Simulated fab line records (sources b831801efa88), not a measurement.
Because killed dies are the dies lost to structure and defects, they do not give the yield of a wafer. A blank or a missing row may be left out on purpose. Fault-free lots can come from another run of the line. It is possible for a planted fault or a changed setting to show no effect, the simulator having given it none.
Split-lot study -- flow sky130 -- 23 wafers read from 5 lots, route of 708 steps

SPLIT DETAILS
At SKY_VIA1_CVD_21 (deposits W, target thk 270 nm, time 80.902 s), the setting pressure torr was moved away from the recipe's 40 Torr on 20 of the 23 wafers read, by -14.1% to +14.7%. This setting was run at the recipe's value on the other wafers.

BETWEEN THE SPLIT AND THE READING: the file shows 1 step in between
- SKY_VIA1_RS_MEAS_22: measures by four-point-probe

THE READING
VIA1_W_THK, in nm, at SKY_VIA1_THK_MEAS_23 (measures by xrf). A value of 264 nm with a standard deviation of 3.2 nm is what fault-free wafers of this fab line usually give.

wafer,"tool, chamber at the split","pressure torr as run, Torr",against the recipe,"VIA1_W_THK, nm",against lot-mates on the recipe
L075.1,"cvd w-01, 0",34.36,-14.1%,246,no lot-mate on the recipe
L075.2,"cvd w-01, 1",34.36,-14.1%,247,no lot-mate on the recipe
L075.3,"cvd w-01, 1",34.36,-14.1%,246,no lot-mate on the recipe
L075.4,"cvd w-01, 0",34.36,-14.1%,248,no lot-mate on the recipe
L075.6,"cvd w-01, 0",34.36,-14.1%,248,no lot-mate on the recipe
L077.2,"cvd w-02, 0",40,recipe,264,-
L077.3,"cvd w-02, 0",40,recipe,263,-
L077.5,"cvd w-02, 1",40,recipe,273,-
L079.1,"cvd w-02, 0",42.51,+6.3%,268,no lot-mate on the recipe
L079.2,"cvd w-02, 1",42.51,+6.3%,276,no lot-mate on the recipe
L079.4,"cvd w-02, 1",42.51,+6.3%,274,no lot-mate on the recipe
L079.5,"cvd w-02, 1",42.51,+6.3%,277,no lot-mate on the recipe
L079.6,"cvd w-02, 0",42.51,+6.3%,270,no lot-mate on the recipe
L081.1,"cvd w-01, 0",34.8,-13.0%,248,no lot-mate on the recipe
L081.2,"cvd w-01, 1",34.8,-13.0%,245,no lot-mate on the recipe
L081.3,"cvd w-01, 0",34.8,-13.0%,249,no lot-mate on the recipe
L081.4,"cvd w-01, 1",34.8,-13.0%,245,no lot-mate on the recipe
L081.6,"cvd w-01, 0",34.8,-13.0%,248,no lot-mate on the recipe
L085.1,"cvd w-02, 1",45.9,+14.7%,284,no lot-mate on the recipe
L085.2,"cvd w-02, 0",45.9,+14.7%,283,no lot-mate on the recipe
L085.4,"cvd w-02, 0",45.9,+14.7%,281,no lot-mate on the recipe
L085.5,"cvd w-02, 1",45.9,+14.7%,285,no lot-mate on the recipe
L085.6,"cvd w-02, 0",45.9,+14.7%,280,no lot-mate on the recipe

FIT RESULTS
A straight line over all 23 wafers: VIA1_W_THK changes by +1.27 nm for each +1% of pressure torr; r = +0.98; the points scatter about the line by 2.9 nm.
Too few moved wafers have a lot-mate on the recipe to fit a line with each lot's own level taken away.

THE WHOLE CHAIN: every reading that the file lists as answering this split, in the file's order
step,what it does,reading,change (the file's fit),r (the file's)
SKY_VIA1_CVD_21,"deposits W, target thk 270 nm, time 80.902 s","W_of_VIA1_CVD_21.thk nm (the simulator's own value, which no gauge read)",+1.3 nm for each +1% of the setting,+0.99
SKY_VIA1_RS_MEAS_22,measures by four-point-probe,VIA1_W_RS,-0.00214 for each +1% of the setting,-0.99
SKY_VIA1_THK_MEAS_23,measures by xrf,VIA1_W_THK,+1.28 for each +1% of the setting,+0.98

FILE'S OWN FIT
VIA1_W_THK changes by +1.28 nm for each +1% of pressure torr, r = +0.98.
